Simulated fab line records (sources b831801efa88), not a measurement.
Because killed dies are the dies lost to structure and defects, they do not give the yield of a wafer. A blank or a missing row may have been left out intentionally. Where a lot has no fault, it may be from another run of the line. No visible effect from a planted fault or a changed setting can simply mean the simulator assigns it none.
The tool behind it: which one? / flow gf180mcu / 21 wafers from 7 lots sampled at 2 of the route's 602 steps

WHAT EACH GAUGE READ, for each wafer
GF_SAB_CD_MEAS_09 targets a cd of 420 nm.
lot=L706; measured=day 15 12:06; on=cd_sem-01; cd_nm (nm)=416.6 419.6 419.2
lot=L707; measured=day 16 11:22; on=cd_sem-02; cd_nm (nm)=420.6 419.7 419.2
lot=L712; measured=day 17 18:44; on=cd_sem-01; cd_nm (nm)=425.1 422.2 423.6
lot=L717; measured=day 19 08:00; on=cd_sem-01; cd_nm (nm)=416.9 418.0 417.8
lot=L723; measured=day 21 16:19; on=cd_sem-02; cd_nm (nm)=420.9 422.1 423.0
lot=L725; measured=day 22 07:46; on=cd_sem-01; cd_nm (nm)=418.9 417.0 418.6
lot=L728; measured=day 23 07:33; on=cd_sem-01; cd_nm (nm)=419.6 419.1 418.7

WHAT TOOL EACH LOT RAN ON (gives the tool, then ch and the chambers of the sampled wafers, and finally the start)
lot=L706; GF_SAB_DEVELOP_08=litho_track-04 ch 0, day 15 11:58
lot=L707; GF_SAB_DEVELOP_08=litho_track-02 ch 0, day 16 11:14
lot=L712; GF_SAB_DEVELOP_08=litho_track-04 ch 0, day 17 18:35
lot=L717; GF_SAB_DEVELOP_08=litho_track-02 ch 0, day 19 07:51
lot=L723; GF_SAB_DEVELOP_08=litho_track-02 ch 0, day 21 16:10
lot=L725; GF_SAB_DEVELOP_08=litho_track-04 ch 0, day 22 07:38
lot=L728; GF_SAB_DEVELOP_08=litho_track-04 ch 0, day 23 07:24
- GF_SAB_DEVELOP_08: develop time 60 s.

THE ANSWER, worked out from the rows above alone
Rule: the lots themselves supply what counts as usual. The widest of any qualifying gaps counts: lots, ordered by their means at a reading, are off when they make up no more than a third of the lots, leave a main group of 4 or more, and stand apart from it by 3 or more times the standard deviation of that group's means. A main group whose means are all the same, to the digits that the tables above print for the reading, isn't used. A lot without any number at a reading at which 4 lots or more have one is off too. The other lots that the step has rows for count as sound.
Nothing can be told from this: no lot is off at any reading shown.

WHAT THE SIMULATOR PUT IN
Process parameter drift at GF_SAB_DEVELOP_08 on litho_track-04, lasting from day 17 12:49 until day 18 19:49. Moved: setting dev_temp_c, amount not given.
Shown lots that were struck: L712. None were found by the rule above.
